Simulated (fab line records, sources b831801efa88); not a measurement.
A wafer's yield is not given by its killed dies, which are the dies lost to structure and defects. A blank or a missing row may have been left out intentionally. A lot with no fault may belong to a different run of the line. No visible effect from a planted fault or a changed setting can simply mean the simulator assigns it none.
2 desks, one fault + flow sky130 + each desk has only its own numbers; what lay behind them comes last

## FROM THE METROLOGY DESK
Lot by lot, what the gauges showed, no matter which tool ran the lot: averages of those sampled wafers that carry a number. The brackets show how far a lot's mean lies from the usual mean; more than 4 standard deviations puts the lot out of limits, marked OUT.
Columns: A = CONTACT_W_RS at SKY_CONTACT_RS_MEAS_25, usual 0.336 ohm/sq
| lot  | first seen here | A     |
|------|-----------------|-------|
| L416 | day 31 17:13    | 0.336 |
| L417 | day 32 01:50    | 0.338 |
| L418 | day 32 09:43    | 0.335 |
| L420 | day 33 08:19    | 0.338 |
| L424 | day 34 09:42    | 0.341 |
| L426 | day 34 21:52    | 0.338 |
| L428 | day 35 09:34    | 0.339 |
| L429 | day 37 05:12    | 0.333 |
| L433 | day 37 06:25    | 0.337 |
| L434 | day 37 09:11    | 0.334 |
| L435 | day 37 14:03    | 0.334 |
| L436 | day 37 19:50    | 0.332 |
| L437 | day 38 10:05    | 0.330 |
| L438 | day 38 16:37    | 0.343 |
| L439 | day 39 01:27    | 0.342 |
Result from this desk: across the 15 lots, nothing is out of limits.

## DESK OF THE TOOL OWNER: rie-diel-03
The tool's own readings at SKY_CONTACT_ETCH_16 (etches BARC in N2/H2, stops on SiO2, time 45.9 s, target depth 60 nm): means of the sampled wafers that have a number, for each lot that ran on this tool. The brackets show how far a lot's mean lies from the usual mean; more than 4 standard deviations puts the lot out of limits, marked OUT.
Columns: A = drypump-motor-current-A at SKY_CONTACT_ETCH_16, usual 5.8 A; B = oes-product-au at SKY_CONTACT_ETCH_16, usual 0.855 a.u.; C = rf-fwd-power-W at SKY_CONTACT_ETCH_16, usual 493.9 W; D = throttle-valve-pct at SKY_CONTACT_ETCH_16, usual 13.225 %
| lot  | first seen here | A   | B     | C               | D      |
|------|-----------------|-----|-------|-----------------|--------|
| L417 | day 32 00:57    | 5.4 | 0.852 | 495.0           | 13.222 |
| L420 | day 33 07:24    | 6.1 | 0.860 | 495.0           | 13.228 |
| L424 | day 34 08:46    | 5.8 | 0.857 | 520.5 (+13) OUT | 13.225 |
| L426 | day 34 20:53    | 5.8 | 0.860 | 520.4 (+13) OUT | 13.222 |
| L428 | day 35 08:37    | 6.1 | 0.856 | 520.7 (+13) OUT | 13.221 |
| L437 | day 38 09:10    | 5.4 | 0.859 | 493.8           | 13.229 |
| L438 | day 38 15:40    | 5.8 | 0.851 | 495.6           | 13.229 |
| L439 | day 39 00:33    | 6.1 | 0.860 | 494.9           | 13.225 |
Finding of this desk: L424, L426, L428 out of limits; the first was L424 at day 34 08:46, on rf-fwd-power-W at SKY_CONTACT_ETCH_16. L417, L420, L437, L438, L439: within limits.

## ALL TOGETHER
The tool owner's desk had the chance to raise an alarm at day 34 08:46 on L424, L426, L428.
At the metrology desk, nothing out of limits was observed.
The metrology desk has L424, L426, L428 on record, within its limits.
The lots listed all ran SKY_CONTACT_ETCH_16 on rie-diel-03.

## WHAT THE SIMULATOR HAD PUT IN
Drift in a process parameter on rie-diel-03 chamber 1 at SKY_CONTACT_ETCH_16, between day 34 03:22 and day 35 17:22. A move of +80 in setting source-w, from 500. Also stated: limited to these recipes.
Lots struck among those shown: L424, L426, L428.
Each desk's first reading out of limits, in hours after the fault started: the tool owner's desk, 5.
